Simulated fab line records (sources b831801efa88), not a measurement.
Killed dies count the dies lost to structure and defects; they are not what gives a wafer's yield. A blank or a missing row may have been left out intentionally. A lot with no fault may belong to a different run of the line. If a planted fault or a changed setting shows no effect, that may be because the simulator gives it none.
What tool caused it? + flow gf180mcu + 24 lots, 72 wafers sampled, at 6 steps of a route of 602

== WHAT THE GAUGES SHOWED, per wafer ==
GF_V4_BOW_MEAS_05. Usual: V4_BOW gives 133 um (standard deviation 8.9).
| lot  | measured     | on           | V4_BOW (um) | flag |
|------|--------------|--------------|-------------|------|
| L074 | day 23 11:08 | filmMetro-04 | 136 137 139 |      |
| L075 | day 23 16:44 | filmMetro-02 | 139 128 142 |      |
| L076 | day 24 05:01 | filmMetro-04 | 140 126 134 |      |
| L077 | day 24 08:04 | filmMetro-04 | 133 123 119 |      |
| L078 | day 24 17:47 | filmMetro-03 | 135 132 131 |      |
| L079 | day 25 09:44 | filmMetro-03 | 128 123 123 |      |
| L080 | day 25 18:38 | filmMetro-03 | 141 149 134 |      |
| L081 | day 26 00:20 | filmMetro-04 | 135 147 130 |      |
| L082 | day 26 09:02 | filmMetro-02 | 113 118 121 |      |
| L083 | day 26 17:28 | filmMetro-03 | 151 141 130 |      |
| L084 | day 26 20:01 | filmMetro-03 | 138 129 133 |      |
| L085 | day 27 02:40 | filmMetro-04 | 137 143 135 |      |
| L086 | day 27 07:29 | filmMetro-02 | 128 129 125 |      |
| L087 | day 27 22:20 | filmMetro-04 | 127 117 125 |      |
| L088 | day 28 03:22 | filmMetro-03 | 137 130 136 |      |
| L089 | day 28 13:58 | filmMetro-02 | 146 142 148 |      |
| L090 | day 28 16:28 | filmMetro-04 | 129 143 132 |      |
| L091 | day 28 18:17 | filmMetro-03 | 129 132 126 |      |
| L092 | day 29 02:26 | filmMetro-04 | 135 125 137 |      |
| L093 | day 29 05:15 | filmMetro-02 | 127 144 131 |      |
| L094 | day 29 11:35 | filmMetro-03 | 148 139 143 |      |
| L095 | day 29 18:29 | filmMetro-03 | 124 133 130 |      |
| L096 | day 30 05:05 | filmMetro-02 | 128 126 126 |      |
| L097 | day 30 16:42 | filmMetro-02 | 121 115 105 |      |

GF_V4_THK_MEAS_25: measures by xrf. Usual: V4_W_THK gives 354 nm (standard deviation 5).
| lot  | measured     | on           | V4_W_THK (nm) | flag |
|------|--------------|--------------|---------------|------|
| L074 | day 24 10:55 | filmMetro-04 | 359 349 359   |      |
| L075 | day 24 16:03 | filmMetro-03 | 346 345 348   |      |
| L076 | day 25 04:10 | filmMetro-03 | 349 357 357   |      |
| L077 | day 25 07:33 | filmMetro-04 | 354 354 353   |      |
| L078 | day 25 17:13 | filmMetro-03 | 357 354 353   |      |
| L079 | day 26 08:07 | filmMetro-03 | 354 350 360   |      |
| L080 | day 26 15:47 | filmMetro-03 | 351 356 353   |      |
| L081 | day 26 21:37 | filmMetro-04 | 350 343 344   |      |
| L082 | day 27 06:47 | filmMetro-02 | 357 368 364   |      |
| L083 | day 27 14:57 | filmMetro-03 | 357 359 356   |      |
| L084 | day 27 17:26 | filmMetro-03 | 357 352 354   |      |
| L085 | day 27 23:12 | filmMetro-04 | 352 355 352   |      |
| L086 | day 28 04:31 | filmMetro-04 | 351 360 351   |      |
| L087 | day 28 19:05 | filmMetro-04 | 356 361 350   |      |
| L088 | day 28 23:48 | filmMetro-04 | 355 353 351   |      |
| L089 | day 29 10:07 | filmMetro-03 | 363 351 360   |      |
| L090 | day 29 12:46 | filmMetro-02 | 346 358 352   |      |
| L091 | day 29 14:49 | filmMetro-03 | 352 351 351   |      |
| L092 | day 29 23:10 | filmMetro-02 | 356 355 357   |      |
| L093 | day 30 00:52 | filmMetro-04 | 351 357 351   |      |
| L094 | day 30 07:59 | filmMetro-04 | 358 349 351   |      |
| L095 | day 30 13:58 | filmMetro-03 | 359 352 352   |      |
| L096 | day 31 00:23 | filmMetro-03 | 351 350 351   |      |
| L097 | day 31 11:19 | filmMetro-03 | 349 352 353   |      |

GF_V5_THK_MEAS_01. Usual: V5_CVD_00_THK gives 299.6 nm (standard deviation 2.4).
| lot  | measured     | on           | V5_CVD_00_THK (nm) | flag |
|------|--------------|--------------|--------------------|------|
| L074 | day 26 08:11 | filmMetro-01 | 300.7 305.0 302.2  |      |
| L075 | day 26 11:50 | filmMetro-01 | 301.6 301.8 299.6  |      |
| L076 | day 26 23:22 | filmMetro-01 | 299.5 300.1 298.5  |      |
| L077 | day 27 02:53 | filmMetro-02 | 301.4 298.1 295.5  |      |
| L078 | day 27 12:01 | filmMetro-04 | 299.2 297.2 299.6  |      |
| L079 | day 28 02:19 | filmMetro-01 | 298.1 301.6 302.0  |      |
| L080 | day 28 09:18 | filmMetro-04 | 297.9 298.0 297.1  |      |
| L081 | day 28 16:12 | filmMetro-04 | 301.1 301.5 301.0  |      |
| L082 | day 29 00:52 | filmMetro-01 | 296.6 295.5 297.2  |      |
| L083 | day 29 07:25 | filmMetro-01 | 301.1 302.3 302.6  |      |
| L084 | day 29 10:14 | filmMetro-02 | 299.2 298.5 296.3  |      |
| L085 | day 29 14:49 | filmMetro-04 | 298.8 295.4 294.7  |      |
| L086 | day 29 20:49 | filmMetro-02 | 294.9 296.0 299.5  |      |
| L087 | day 30 09:57 | filmMetro-01 | 299.0 301.3 300.9  |      |
| L088 | day 30 15:41 | filmMetro-01 | 302.0 303.7 304.8  |      |
| L089 | day 31 01:07 | filmMetro-02 | 298.0 298.1 299.2  |      |
| L090 | day 31 02:28 | filmMetro-02 | 300.9 300.1 302.3  |      |
| L091 | day 31 05:01 | filmMetro-02 | 302.5 297.4 299.2  |      |
| L092 | day 31 13:38 | filmMetro-02 | 302.3 303.1 302.8  |      |
| L093 | day 31 14:44 | filmMetro-02 | 298.7 300.0 297.9  |      |
| L094 | day 31 21:48 | filmMetro-04 | 300.6 297.6 299.3  |      |
| L095 | day 32 02:29 | filmMetro-01 | 299.4 301.1 298.9  |      |
| L096 | day 32 11:19 | filmMetro-01 | 298.4 298.2 300.0  |      |
| L097 | day 32 23:03 | filmMetro-02 | 299.7 297.5 297.5  |      |

== EACH LOT AND THE TOOL THAT RAN IT (in order: tool; ch and the chambers of the sampled wafers; start) ==
| lot  | GF_V4_STRIP_18                      | GF_MIM_SPUTTER_02           | GF_MIM_SPUTTER_08           |
|------|-------------------------------------|-----------------------------|-----------------------------|
| L074 | plasmaAsher-04 ch 0,1, day 24 10:02 | pvdSputter-01, day 24 11:24 | pvdSputter-04, day 24 11:38 |
| L075 | plasmaAsher-04 ch 0,1, day 24 15:11 | pvdSputter-01, day 24 16:32 | pvdSputter-03, day 24 16:46 |
| L076 | plasmaAsher-02 ch 1, day 25 03:17   | pvdSputter-01, day 25 04:39 | pvdSputter-04, day 25 04:53 |
| L077 | plasmaAsher-02 ch 0,1, day 25 06:41 | pvdSputter-01, day 25 08:02 | pvdSputter-03, day 25 08:16 |
| L078 | plasmaAsher-02 ch 0,1, day 25 16:20 | pvdSputter-04, day 25 17:42 | pvdSputter-01, day 25 17:56 |
| L079 | plasmaAsher-04 ch 0,1, day 26 07:16 | pvdSputter-03, day 26 08:35 | pvdSputter-01, day 26 08:49 |
| L080 | plasmaAsher-02 ch 0,1, day 26 14:55 | pvdSputter-04, day 26 16:14 | pvdSputter-01, day 26 16:28 |
| L081 | plasmaAsher-01 ch 0,1, day 26 20:44 | pvdSputter-04, day 26 22:06 | pvdSputter-01, day 26 22:20 |
| L082 | plasmaAsher-04 ch 0,1, day 27 05:53 | pvdSputter-04, day 27 07:16 | pvdSputter-01, day 27 07:30 |
| L083 | plasmaAsher-04 ch 0,1, day 27 14:04 | pvdSputter-03, day 27 15:25 | pvdSputter-04, day 27 15:38 |
| L084 | plasmaAsher-02 ch 0,1, day 27 16:32 | pvdSputter-01, day 27 17:55 | pvdSputter-01, day 27 18:09 |
| L085 | plasmaAsher-02 ch 0,1, day 27 22:20 | pvdSputter-01, day 27 23:41 | pvdSputter-03, day 27 23:55 |
| L086 | plasmaAsher-02 ch 0,1, day 28 03:40 | pvdSputter-03, day 28 04:59 | pvdSputter-01, day 28 05:13 |
| L087 | plasmaAsher-01 ch 0,1, day 28 18:11 | pvdSputter-01, day 28 19:35 | pvdSputter-01, day 28 19:49 |
| L088 | plasmaAsher-01 ch 0,1, day 28 22:56 | pvdSputter-03, day 29 00:17 | pvdSputter-01, day 29 00:31 |
| L089 | plasmaAsher-04 ch 0,1, day 29 09:16 | pvdSputter-01, day 29 10:48 | pvdSputter-03, day 29 11:02 |
| L090 | plasmaAsher-04 ch 0,1, day 29 11:55 | pvdSputter-01, day 29 13:28 | pvdSputter-04, day 29 13:42 |
| L091 | plasmaAsher-04 ch 0,1, day 29 13:58 | pvdSputter-01, day 29 15:17 | pvdSputter-03, day 29 15:31 |
| L092 | plasmaAsher-02 ch 0,1, day 29 22:17 | pvdSputter-03, day 29 23:51 | pvdSputter-01, day 30 00:04 |
| L093 | plasmaAsher-02 ch 0,1, day 29 23:59 | pvdSputter-04, day 30 01:20 | pvdSputter-03, day 30 01:34 |
| L094 | plasmaAsher-04 ch 0,1, day 30 07:07 | pvdSputter-04, day 30 08:28 | pvdSputter-03, day 30 08:41 |
| L095 | plasmaAsher-01 ch 0,1, day 30 13:05 | pvdSputter-04, day 30 14:27 | pvdSputter-01, day 30 14:41 |
| L096 | plasmaAsher-01 ch 0,1, day 30 23:31 | pvdSputter-04, day 31 00:53 | pvdSputter-01, day 31 01:06 |
| L097 | plasmaAsher-02 ch 1, day 31 10:26   | pvdSputter-01, day 31 11:48 | pvdSputter-04, day 31 12:02 |
- GF_V4_STRIP_18: strips in O2/N2.
- GF_MIM_SPUTTER_02: material AlCu, target thk 450 nm, time 23.9 s.
- GF_MIM_SPUTTER_08: material AlCu, target thk 200 nm, time 10.6 s.

== AS READ BY THE TOOLS THEMSELVES (means over the sampled wafers that have a number; for cases with no such wafer, the mark the record gives instead) ==
GF_V4_STRIP_18. Usual: drypumpMotorCurrentA 5.8 A, standard deviation 0.32; heaterPowerW 337 W, standard deviation 33; oesProductAu 0.593 a.u., standard deviation 0.0045.
| lot  | tool           | drypumpMotorCurrentA (A) | heaterPowerW (W) | oesProductAu (a.u.) | flag |
|------|----------------|--------------------------|------------------|---------------------|------|
| L074 | plasmaAsher-04 | 6.0                      | 360              | 0.590               |      |
| L075 | plasmaAsher-04 | 5.8                      | 329              | 0.589               |      |
| L076 | plasmaAsher-02 | 6.0                      | 321              | 0.593               |      |
| L077 | plasmaAsher-02 | 5.8                      | 329              | 0.592               |      |
| L078 | plasmaAsher-02 | 5.9                      | 321              | 0.591               |      |
| L079 | plasmaAsher-04 | 6.0                      | 359              | 0.592               |      |
| L080 | plasmaAsher-02 | 5.7                      | 327              | 0.591               |      |
| L081 | plasmaAsher-01 | 5.6                      | 347              | 0.591               |      |
| L082 | plasmaAsher-04 | 6.0                      | 366              | 0.596               |      |
| L083 | plasmaAsher-04 | 6.0                      | 366              | 0.593               |      |
| L084 | plasmaAsher-02 | 5.9                      | 325              | 0.591               |      |
| L085 | plasmaAsher-02 | 5.8                      | 329              | 0.596               |      |
| L086 | plasmaAsher-02 | 5.7                      | 330              | 0.592               |      |
| L087 | plasmaAsher-01 | 5.8                      | 323              | 0.591               |      |
| L088 | plasmaAsher-01 | 5.6                      | 349              | 0.591               |      |
| L089 | plasmaAsher-04 | 5.8                      | 335              | 0.589               |      |
| L090 | plasmaAsher-04 | 6.0                      | 366              | 0.593               |      |
| L091 | plasmaAsher-04 | 5.8                      | 336              | 0.589               |      |
| L092 | plasmaAsher-02 | 5.8                      | 332              | 0.594               |      |
| L093 | plasmaAsher-02 | 5.7                      | 329              | 0.592               |      |
| L094 | plasmaAsher-04 | 6.0                      | 363              | 0.593               |      |
| L095 | plasmaAsher-01 | 5.8                      | 321              | 0.590               |      |
| L096 | plasmaAsher-01 | 5.6                      | 350              | 0.591               |      |
| L097 | plasmaAsher-02 | 6.1                      | 319              | 0.588               |      |

GF_MIM_SPUTTER_02. Usual: 30.0 % for throttleValvePct, sd 0.79.
| lot  | tool          | throttleValvePct (%) | flag |
|------|---------------|----------------------|------|
| L074 | pvdSputter-01 | 30.0                 |      |
| L075 | pvdSputter-01 | 29.8                 |      |
| L076 | pvdSputter-01 | 29.9                 |      |
| L077 | pvdSputter-01 | 30.9                 |      |
| L078 | pvdSputter-04 | 30.3                 |      |
| L079 | pvdSputter-03 | 30.2                 |      |
| L080 | pvdSputter-04 | 29.8                 |      |
| L081 | pvdSputter-04 | 30.1                 |      |
| L082 | pvdSputter-04 | 29.8                 |      |
| L083 | pvdSputter-03 | 29.5                 |      |
| L084 | pvdSputter-01 | 30.3                 |      |
| L085 | pvdSputter-01 | 30.9                 |      |
| L086 | pvdSputter-03 | 29.2                 |      |
| L087 | pvdSputter-01 | 30.5                 |      |
| L088 | pvdSputter-03 | 30.2                 |      |
| L089 | pvdSputter-01 | 30.4                 |      |
| L090 | pvdSputter-01 | 30.6                 |      |
| L091 | pvdSputter-01 | 30.0                 |      |
| L092 | pvdSputter-03 | 29.5                 |      |
| L093 | pvdSputter-04 | 30.1                 |      |
| L094 | pvdSputter-04 | 29.7                 |      |
| L095 | pvdSputter-04 | 29.7                 |      |
| L096 | pvdSputter-04 | 29.9                 |      |
| L097 | pvdSputter-01 | 29.6                 |      |

GF_MIM_SPUTTER_08. Usual: 30.0 % for throttleValvePct, sd 0.74.
| lot  | tool          | throttleValvePct (%) | flag |
|------|---------------|----------------------|------|
| L074 | pvdSputter-04 | 29.7                 |      |
| L075 | pvdSputter-03 | 29.9                 |      |
| L076 | pvdSputter-04 | 29.5                 |      |
| L077 | pvdSputter-03 | 29.6                 |      |
| L078 | pvdSputter-01 | 30.4                 |      |
| L079 | pvdSputter-01 | 30.5                 |      |
| L080 | pvdSputter-01 | 29.7                 |      |
| L081 | pvdSputter-01 | 29.9                 |      |
| L082 | pvdSputter-01 | 30.4                 |      |
| L083 | pvdSputter-04 | 30.1                 |      |
| L084 | pvdSputter-01 | 30.3                 |      |
| L085 | pvdSputter-03 | 29.8                 |      |
| L086 | pvdSputter-01 | 30.3                 |      |
| L087 | pvdSputter-01 | 30.2                 |      |
| L088 | pvdSputter-01 | 30.4                 |      |
| L089 | pvdSputter-03 | 30.1                 |      |
| L090 | pvdSputter-04 | 30.7                 |      |
| L091 | pvdSputter-03 | 29.8                 |      |
| L092 | pvdSputter-01 | 29.9                 |      |
| L093 | pvdSputter-03 | 30.1                 |      |
| L094 | pvdSputter-03 | 29.8                 |      |
| L095 | pvdSputter-01 | 29.7                 |      |
| L096 | pvdSputter-01 | 30.4                 |      |
| L097 | pvdSputter-04 | 29.7                 |      |

== THE ANSWER, worked out from the rows above alone ==
Rule: a lot counts as off when the mean over its wafers that have a number is more than 3 standard deviations away from the usual mean. A lot without any number at a reading at which 4 lots or more have one is off too. Where the step has rows for the other lots, those lots are counted as sound. Order of review: gauges by route order, followed by the tools' own readings, for which a lot's mean as printed above is used. At the first step where some lot is off, the reading lying furthest off is the one used; lots without a number count as furthest.
No lot is off at any reading shown: from this, nothing can be told.

== WHAT THE SIMULATOR PUT IN ==
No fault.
